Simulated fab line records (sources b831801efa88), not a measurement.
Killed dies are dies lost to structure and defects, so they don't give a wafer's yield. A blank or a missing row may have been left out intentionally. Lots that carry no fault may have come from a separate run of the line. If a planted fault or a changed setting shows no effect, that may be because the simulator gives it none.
Struck lot and sound lot, side by side	flow gf180mcu	27 out of 602 route steps
Sound: the wafers L720.1, L720.2, L720.4. Wafers L727.2, L727.3, L727.5 were the ones struck. Last of all comes the cause.
At each step with rows: each side's tool, then ch and its chambers, then its first start. Under that, the readings that differ: sound wafers	struck wafers	difference of the means	sigmas: that difference in standard deviations of wafers without a fault.
alike: readings whose means differ by less than 2 such deviations, and words and numbers that are the same on both sides. not compared: withheld readings, readings that some wafer has no value for, bounds like >300 that may hide the same value, and numbers for which the record gives no deviation and whose values overlap.
A row with sigmas, a row that says differs or no value, or rows on one side alone: a step with any of these is where the two part. When numbers do not overlap yet have no deviation, they are printed without sigmas and do not part them. Lack of a reading on every wafer of one side parts them only where that side has two or more wafers.

first, 3 steps without rows for these wafers: GF_STI_WET_ETCH_27 (etches Si3N4 in H3PO4, target depth 160 nm, time 1825 s); GF_STI_WET_ETCH_28 (etches SiO2 in dHF, target depth 20 nm, time 40 s); GF_STI_OXIDATION_29 (stabilise 600 s, purge 300 s, target thk 10 nm).
GF_STI_THK_MEAS_30:
  struck on filmMetro-03, day 5 12:29; sound on filmMetro-04, day 3 16:10
  alike: STI_OXIDATION_02_THK
then, 8 steps without rows for these wafers: GF_DNWELL_DEHYDRATE_00 (time 60 s); GF_DNWELL_HMDS_01 (prime time 60 s); GF_DNWELL_COAT_02 (resist thk 3000 nm); GF_DNWELL_SOFTBAKE_03; GF_DNWELL_EXPOSE_04 (exposes mask DNWELL, target cd 1700 nm); GF_DNWELL_PEB_05; GF_DNWELL_DEVELOP_06 (develop time 58.26 s); GF_DNWELL_IMPLANT_07.
GF_DNWELL_STRIP_08: strips in O2/N2.
  sound on plasmaAsher-01 ch 0,1, day 4 04:52; struck on plasmaAsher-04 ch 0,1, day 6 03:10
  no value came back on the struck wafers for any of 6 readings (chamberPressureMTorr (mTorr), drypumpMotorCurrentA (A) and others); on the sound wafers chamberPressureMTorr (mTorr) reads 1498.7 1499.8 1502.1
reading	sound	struck	difference	sigmas
model.coat_of_DNWELL_COAT_02.thkNm (nm)	0 0 0	2994 3008 2997	+3000	
  not compared: rfHoursCounterH
GF_DNWELL_TW_MEAS_09:
  struck on filmMetro-01, day 6 03:16; sound on filmMetro-02, day 4 04:58
reading	sound	struck	difference	sigmas
DNWELL_TW	1312 1317 1315	1336 1334 1342	+23	+2
then, 7 steps without rows for these wafers: GF_NWELL_DEHYDRATE_00 (time 60 s); GF_NWELL_HMDS_01 (prime time 60 s); GF_NWELL_COAT_02 (resist thk 3000 nm); GF_NWELL_SOFTBAKE_03; GF_NWELL_EXPOSE_04 (exposes mask Nwell, target cd 860 nm); GF_NWELL_PEB_05; GF_NWELL_DEVELOP_06 (develop time 60 s).
GF_NWELL_OVL_MEAS_07:
  struck on overlay-02, day 6 17:46; sound on overlay-02, day 4 17:13
  alike: NWELL_OVL
then, 2 steps without rows for these wafers: GF_NWELL_IMPLANT_08; GF_NWELL_IMPLANT_09.
GF_NWELL_STRIP_10: strips in O2/N2.
  sound on plasmaAsher-02 ch 0,1, day 4 17:32; struck on plasmaAsher-02 ch 0,1, day 6 18:05
reading	sound	struck	difference	sigmas
oesProductAu (a.u.)	0.721 0.721 0.722	0.735 0.745 0.741	+0.019	+4
stripTimeToEndpointS (s)	36.92 36.94 36.84	81.07 81.32 81.08	+44.26	+99 or more
  alike: chamberPressureMTorr, drypumpMotorCurrentA, heaterPowerW, n2FlowSccm
  not compared: rfHoursCounterH
GF_NWELL_TW_MEAS_11:
  struck on filmMetro-02, day 6 18:12; sound on filmMetro-01, day 4 17:38
reading	sound	struck	difference	sigmas
NWELL_TW	1563 1563 1565	30 30 30	-1534	-99 or more
then, 1 step without rows for these wafers: GF_LVPWELL_DEHYDRATE_00 (time 60 s).

WHERE THEY PART
Earliest at GF_DNWELL_STRIP_08; latest, in this record, at GF_NWELL_TW_MEAS_11.

WHY: whatever the simulator had introduced
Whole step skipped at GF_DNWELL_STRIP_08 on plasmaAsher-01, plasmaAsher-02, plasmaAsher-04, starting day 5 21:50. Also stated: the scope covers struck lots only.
